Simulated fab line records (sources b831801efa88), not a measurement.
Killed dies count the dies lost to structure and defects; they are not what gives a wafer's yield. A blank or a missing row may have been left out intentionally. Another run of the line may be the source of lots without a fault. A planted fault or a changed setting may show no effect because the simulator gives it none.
Chamber matching || flow gf180mcu || 4 sister chambers for GF_V4_CMP_26 on cmp-02
The step polishes, stops on SiO2, t overpolish 15 s, target thk 0 nm. 16 wafers are shown with their chamber, then 8 later ones without.

== WAFERS PAIRED WITH THEIR CHAMBERS ==
{"wafer": "L670.1", "chamber": 0, "motor_current_A (A)": 12.9, "edge_zone_pressure_frac": 0.999, "overpolish_run_s (s)": 14.997}
{"wafer": "L670.2", "chamber": 2, "motor_current_A (A)": 10.8, "edge_zone_pressure_frac": 1.004, "overpolish_run_s (s)": 15.006}
{"wafer": "L670.3", "chamber": 3, "motor_current_A (A)": 10.9, "edge_zone_pressure_frac": 0.993, "overpolish_run_s (s)": 15.005}
{"wafer": "L672.2", "chamber": 2, "motor_current_A (A)": 10.5, "edge_zone_pressure_frac": 1.006, "overpolish_run_s (s)": 15.018}
{"wafer": "L672.5", "chamber": 2, "motor_current_A (A)": 10.6, "edge_zone_pressure_frac": 0.994, "overpolish_run_s (s)": 15.004}
{"wafer": "L672.6", "chamber": 3, "motor_current_A (A)": 10.5, "edge_zone_pressure_frac": 1.004, "overpolish_run_s (s)": 15.006}
{"wafer": "L677.3", "chamber": 0, "motor_current_A (A)": 12.8, "edge_zone_pressure_frac": 0.999, "overpolish_run_s (s)": 15.003}
{"wafer": "L677.4", "chamber": 2, "motor_current_A (A)": 10.5, "edge_zone_pressure_frac": 1.006, "overpolish_run_s (s)": 15.017}
{"wafer": "L677.5", "chamber": 0, "motor_current_A (A)": 13.1, "edge_zone_pressure_frac": 0.992, "overpolish_run_s (s)": 15.011}
{"wafer": "L679.2", "chamber": 3, "motor_current_A (A)": 10.8, "edge_zone_pressure_frac": 1.007, "overpolish_run_s (s)": 14.991}
{"wafer": "L679.3", "chamber": 1, "motor_current_A (A)": 11.4, "edge_zone_pressure_frac": 1.002, "overpolish_run_s (s)": 15.001}
{"wafer": "L679.4", "chamber": 2, "motor_current_A (A)": 10.6, "edge_zone_pressure_frac": 1.005, "overpolish_run_s (s)": 15.017}
{"wafer": "L681.2", "chamber": 3, "motor_current_A (A)": 10.8, "edge_zone_pressure_frac": 1.004, "overpolish_run_s (s)": 15.000}
{"wafer": "L681.4", "chamber": 2, "motor_current_A (A)": 11.1, "edge_zone_pressure_frac": 1.001, "overpolish_run_s (s)": 14.993}
{"wafer": "L681.6", "chamber": 0, "motor_current_A (A)": 13.2, "edge_zone_pressure_frac": 0.998, "overpolish_run_s (s)": 14.996}
{"wafer": "L682.1", "chamber": 3, "motor_current_A (A)": 10.4, "edge_zone_pressure_frac": 1.002, "overpolish_run_s (s)": 15.015}

SIGNATURES (means of the wafers above)
{"reading": "motor_current_A", "chamber 0": 13.000, "chamber 1": 11.400, "chamber 2": 10.683, "chamber 3": 10.680, "scatter within a chamber": 0.215}
{"reading": "edge_zone_pressure_frac", "chamber 0": 0.99700, "chamber 1": 1.00200, "chamber 2": 1.00267, "chamber 3": 1.00200, "scatter within a chamber": 0.00461}
{"reading": "overpolish_run_s", "chamber 0": 15.00175, "chamber 1": 15.00100, "chamber 2": 15.00917, "chamber 3": 15.00340, "scatter within a chamber": 0.0089}
Rule: for a wafer and a chamber, the distance is found by dividing, reading by reading, the gap between the wafer's reading and the chamber's mean by the reading's scatter, squaring, summing and taking the root. The wafer belongs to the nearest chamber; if the next one is less than 2 further off, it can't be placed. The scatter: take each reading less its chamber's mean, square it, sum over the shown wafers, divide by the number of wafers less the number of chambers, and take the root.

== WAFERS WHOSE CHAMBER IS MISSING ==
{"wafer": "L682.2", "motor_current_A (A)": 13.5, "edge_zone_pressure_frac": 0.999, "overpolish_run_s (s)": 14.991}
{"wafer": "L682.5", "motor_current_A (A)": 12.9, "edge_zone_pressure_frac": 0.999, "overpolish_run_s (s)": 15.017}
{"wafer": "L684.2", "motor_current_A (A)": 11.5, "edge_zone_pressure_frac": 0.998, "overpolish_run_s (s)": 14.998}
{"wafer": "L684.3", "motor_current_A (A)": 12.6, "edge_zone_pressure_frac": 1.002, "overpolish_run_s (s)": 15.011}
{"wafer": "L684.4", "motor_current_A (A)": 10.6, "edge_zone_pressure_frac": 1.005, "overpolish_run_s (s)": 14.997}
{"wafer": "L685.1", "motor_current_A (A)": 12.8, "edge_zone_pressure_frac": 0.993, "overpolish_run_s (s)": 15.006}
{"wafer": "L685.3", "motor_current_A (A)": 10.8, "edge_zone_pressure_frac": 1.005, "overpolish_run_s (s)": 15.010}
{"wafer": "L685.4", "motor_current_A (A)": 10.7, "edge_zone_pressure_frac": 1.013, "overpolish_run_s (s)": 14.992}

== THE CHAMBER EACH PASSED THROUGH ==
{"wafer": "L682.2", "from the rows above": 0, "in truth": 0}
{"wafer": "L682.5", "from the rows above": 0, "in truth": 0}
{"wafer": "L684.2", "from the rows above": 1, "in truth": 1}
{"wafer": "L684.3", "from the rows above": 0, "in truth": 0}
{"wafer": "L684.4", "from the rows above": "can't be placed: 3 or 2", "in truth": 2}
{"wafer": "L685.1", "from the rows above": 0, "in truth": 0}
{"wafer": "L685.3", "from the rows above": "can't be placed: 2 or 3", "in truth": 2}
{"wafer": "L685.4", "from the rows above": "can't be placed: 3 or 2 or 1", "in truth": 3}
Placed correctly: 5 of 8. Can't be placed from these rows: 3 (the true chamber is among the candidates in 3). Wrongly placed: 0.
